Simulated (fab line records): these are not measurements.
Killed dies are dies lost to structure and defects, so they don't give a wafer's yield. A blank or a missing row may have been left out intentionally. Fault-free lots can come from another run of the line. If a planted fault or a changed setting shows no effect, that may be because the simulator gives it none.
Chamber matching | flow sky130 | rie_diel-01 running SKY_CONTACT_ETCH_17: 4 sister chambers
The step etches SiO2 in C4F8/O2/Ar, stops on Si3N4, target depth 340 nm. 14 wafers are shown with their chamber, then 7 later ones without.

WAFERS, EACH WITH ITS CHAMBER
wafer  | chamber | oes_product_au (a.u.)
L664.3 | 1       | 0.890
L664.5 | 2       | 0.904
L664.6 | 1       | 0.887
L665.3 | 1       | 0.896
L665.4 | 2       | 0.879
L665.5 | 1       | 0.898
L667.2 | 2       | 0.885
L667.5 | 1       | 0.886
L667.6 | 2       | 0.886
L668.1 | 3       | 0.892
L668.2 | 1       | 0.895
L668.3 | 2       | 0.889
L669.1 | 0       | 0.892
L669.5 | 1       | 0.894

SIGNATURES, as means of the wafers listed above
reading        | chamber 0 | chamber 1 | chamber 2 | chamber 3 | scatter within a chamber
oes_product_au | 0.89200   | 0.89229   | 0.88860   | 0.89200   | 0.00692
Rule: for a wafer and a chamber, the distance is found by dividing, reading by reading, the gap between the wafer's reading and the chamber's mean by the reading's scatter, squaring, summing and taking the root. If the next closest chamber is less than 2 further off than the closest, the wafer can't be placed; otherwise it belongs to the closest. The scatter is the square root of a quotient: the sum, over the shown wafers, of each reading's squared deviation from its chamber's mean, divided by wafers minus chambers.

WAFERS WHOSE CHAMBER IS MISSING
wafer  | oes_product_au (a.u.)
L669.6 | 0.889
L670.1 | 0.898
L670.3 | 0.890
L670.4 | 0.898
L673.3 | 0.892
L673.4 | 0.881
L673.5 | 0.885

WHICH CHAMBER EACH WENT THROUGH
wafer  | from the rows above               | in truth
L669.6 | can't be placed: 2 or 0 or 3 or 1 | 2
L670.1 | can't be placed: 1 or 0 or 3 or 2 | 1
L670.3 | can't be placed: 2 or 0 or 3 or 1 | 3
L670.4 | can't be placed: 1 or 0 or 3 or 2 | 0
L673.3 | can't be placed: 0 or 3 or 1 or 2 | 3
L673.4 | can't be placed: 2 or 0 or 3 or 1 | 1
L673.5 | can't be placed: 2 or 0 or 3 or 1 | 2
Correct placement for 0 of the 7. From these rows, 7 cannot be placed; in 7 the true chamber is one of the candidates. Wrongly placed: 0.
